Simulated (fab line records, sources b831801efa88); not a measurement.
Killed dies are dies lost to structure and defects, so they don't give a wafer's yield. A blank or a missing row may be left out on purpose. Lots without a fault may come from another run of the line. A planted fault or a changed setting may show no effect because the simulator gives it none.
One fault seen from 2 desks | flow sky130 | each desk has only its own numbers; what lay behind them comes last

THE TOOL OWNER'S DESK: lpcvd-01
The tool's own readings at SKY_POLY_GATE_CVD_00 (deposits poly-Si, target thk 180 nm, time 720 s): means of the sampled wafers that have a number, for each lot that ran on this tool. A lot is out of limits, marked OUT, if its mean lies more than 4 standard deviations from the usual mean; the brackets give that distance.
Columns: A = spike_tc_bottom_C at SKY_POLY_GATE_CVD_00, usual 642 C; B = spike_tc_centre_C at SKY_POLY_GATE_CVD_00, usual 621.4 C; C = spike_tc_lower_C at SKY_POLY_GATE_CVD_00, usual 620.1 C; D = spike_tc_top_C at SKY_POLY_GATE_CVD_00, usual 642.8 C; E = spike_tc_upper_C at SKY_POLY_GATE_CVD_00, usual 618.9 C; F = susceptor_temp_C at SKY_POLY_GATE_CVD_00, usual 619.99 C
lot  | first seen here | A              | B               | C               | D               | E               | F
L618 | day 13 17:07    | 644            | 621.4           | 618.8           | 643.9           | 619.0           | 620.10
L619 | day 14 11:18    | 644            | 621.2           | 619.7           | 643.9           | 618.6           | 619.67
L621 | day 15 02:50    | 637            | 621.0           | 620.8           | 639.8           | 618.1           | 620.57
L622 | day 15 02:50    | 646            | 621.3           | 618.4           | 643.5           | 618.4           | 619.96
L623 | day 15 22:00    | 645            | 621.4           | 619.5           | 643.4           | 619.1           | 620.09
L624 | day 16 04:42    | 645            | 620.5           | 620.5           | 643.8           | 618.9           | 619.92
L626 | day 16 20:37    | 613 (-7.2) OUT | 597.7 (-22) OUT | 596.4 (-20) OUT | 617.6 (-13) OUT | 595.8 (-18) OUT | 596.31 (-85) OUT
L636 | day 20 02:49    | 645            | 621.8           | 620.0           | 643.7           | 619.7           | 620.20
L637 | day 20 18:39    | 637            | 621.7           | 620.5           | 639.7           | 618.9           | 619.70
L640 | day 21 19:58    | 645            | 621.8           | 619.0           | 643.1           | 619.0           | 620.01
L641 | day 22 06:14    | 645            | 622.6           | 620.7           | 644.2           | 617.8           | 620.06
This desk's finding: out of limits on L626; first on L626, day 16 20:37 (spike_tc_bottom_C at SKY_POLY_GATE_CVD_00). In limits: L618, L619, L621, L622, L623, L624, L636, L637, L640, L641.

THE METROLOGY DESK
What the gauges read, lot by lot, whatever tool the lot ran on: means of the sampled wafers that have a number. A lot is out of limits, marked OUT, if its mean lies more than 4 standard deviations from the usual mean; the brackets give that distance.
Columns: A = PWDE_OVL at SKY_PWDE_OVL_MEAS_07, usual -0.3 nm; B = POLY_GATE_CVD_00_THK at SKY_POLY_GATE_THK_MEAS_01, usual 179.7 nm
lot  | first seen here | A    | B
L618 | day 3 18:19     | 0.8  | 181.9
L619 | day 4 04:38     | 1.0  | 179.1
L621 | day 4 11:25     | -2.6 | 178.0
L622 | day 4 17:40     | -1.7 | 178.5
L623 | day 5 01:58     | -1.9 | 180.5
L624 | day 5 05:55     | -0.2 | 182.9
L626 | day 5 16:13     | -0.3 | 102.4 (-52) OUT
L636 | day 7 23:07     | -0.8 | 178.8
L637 | day 8 05:28     | 0.4  | 179.8
L640 | day 9 02:28     | 2.8  | 181.1
L641 | day 9 09:28     | -1.3 | 180.0
This desk's finding: out of limits on L626; first on L626, day 16 21:49 (POLY_GATE_CVD_00_THK at SKY_POLY_GATE_THK_MEAS_01). In limits: L618, L619, L621, L622, L623, L624, L636, L637, L640, L641.

PUT TOGETHER
The tool owner's desk could have raised an alarm at day 16 20:37, on L626.
The metrology desk could have raised an alarm at day 16 21:49, on L626.
Of the lots named, all ran SKY_POLY_GATE_CVD_00 on lpcvd-01.

WHAT THE SIMULATOR HAD PUT IN
Process parameter drift: lpcvd-01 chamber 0, from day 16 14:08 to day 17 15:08, at SKY_POLY_GATE_CVD_00. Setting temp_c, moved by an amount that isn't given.
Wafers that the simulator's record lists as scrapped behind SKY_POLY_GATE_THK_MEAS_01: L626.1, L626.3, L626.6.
Lots struck among those shown: L626.
Hours from the fault's start to each desk's first reading out of limits: the tool owner's desk, 6; the metrology desk, 8.
